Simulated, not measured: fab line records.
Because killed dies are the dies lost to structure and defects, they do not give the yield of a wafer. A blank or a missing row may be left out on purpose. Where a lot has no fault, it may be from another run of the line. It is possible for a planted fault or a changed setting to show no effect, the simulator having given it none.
Struck lot and sound lot, side by side ; flow gf180mcu ; 14 steps out of a route of 602
Sound: wafers L235.1, L235.5, L235.6. Wafers struck: L245.1, L245.4, L245.5. The cause comes at the end.
Each step with rows lists, per side, the tool, then ch with its chambers, then its first start. Under that, the readings that differ: sound wafers ; struck wafers ; difference of the means ; sigmas: that difference in standard deviations of wafers without a fault.
alike: a reading whose means differ by less than 2 such deviations, as well as words and numbers matching on both sides. not compared: withheld readings; readings where some wafer has no value; bounds like >300 that might hide an equal value; numbers whose values overlap and for which the record gives no deviation.
Wherever a step has rows on one side only, a row that says differs or no value, or a row with sigmas, the two part there. Numbers that have no deviation but don't overlap get no sigmas and don't part them. A reading missing from all wafers of one side parts the sides only when that side holds two or more wafers.

first, 4 steps without rows for these wafers: GF_V4_SOFTBAKE_10 (time 60 s); GF_V4_EXPOSE_11 (exposes mask Via4, target cd 260 nm); GF_V4_PEB_12 (peb time 90 s); GF_V4_DEVELOP_13 (develop time 60 s).
GF_V4_CD_MEAS_14: the cd target is 260 nm.
  sound on cd sem-02 at day 25 13:13; struck on cd sem-02 at day 28 20:13
reading;sound;struck;difference;sigmas
cd nm (nm);259.2 259.4 258.3;262.0 261.3 262.2;+2.9;+2
GF_V4_OVL_MEAS_15:
  sound on overlay-02 at day 25 13:20; struck on overlay-01 at day 28 20:20
  alike: V4_OVL
GF_V4_ETCH_16: etches BARC in N2/H2.
  sound on rie diel-03 ch 2,3, day 25 13:23; struck on rie diel-02 ch 2,3, day 28 20:23
  alike: drypump motor current A, n2 flow sccm, oes product au, throttle valve pct
GF_V4_ETCH_17: etches SiO2 in C4F8/O2/Ar, stops on TiN, target depth 630 nm.
  sound on rie diel-03 ch 2,3; struck on rie diel-02 ch 2,3
  alike: oes product au
GF_V4_STRIP_18: strips in O2/N2.
  sound on plasma asher-03 ch 0,1, day 25 13:31; struck on plasma asher-02 ch 0, day 28 20:31
  alike: drypump motor current A, heater power w, n2 flow sccm, oes product au
  not compared: rf hours counter h
then, 2 steps without rows for these wafers: GF_V4_STRIP_19 (strips in post etch residue remover, time 1200 s); GF_V4_CLEAN_20 (cleans in DIW).
GF_V4_SPUTTER_21: material Ti, target thk 15 nm, time 80.02 s.
  sound on pvd sputter-02 at day 25 14:02; struck on pvd sputter-03 at day 28 21:02
  alike: chamber pressure pa, throttle valve pct
GF_V4_SPUTTER_22: material TiN, target thk 10 nm, time 40 s.
  sound on pvd sputter-02 at day 25 14:06; struck on pvd sputter-03 at day 28 21:06
reading;sound;struck;difference;sigmas
model.TiN_of_V4_SPUTTER_22.thk nm (nm);9.752 9.983 9.706;5.186 4.908 5.026;-4.774;
  alike: chamber pressure pa, throttle valve pct
GF_V4_CVD_23: deposits W, target thk 350 nm, time 104.9 s.
  sound on cvd w-02 ch 0,1, day 25 14:08; struck on cvd w-01 ch 0,1, day 28 21:08
  alike: heater power w

WHERE THEY PART
At GF_V4_CD_MEAS_14 and nowhere else, as far as this record goes. Later steps at which nothing parts them and some readings are alike: GF_V4_OVL_MEAS_15, GF_V4_ETCH_16, GF_V4_ETCH_17, GF_V4_STRIP_18, GF_V4_SPUTTER_21, GF_V4_SPUTTER_22, GF_V4_CVD_23.

WHY: what the simulator had put in
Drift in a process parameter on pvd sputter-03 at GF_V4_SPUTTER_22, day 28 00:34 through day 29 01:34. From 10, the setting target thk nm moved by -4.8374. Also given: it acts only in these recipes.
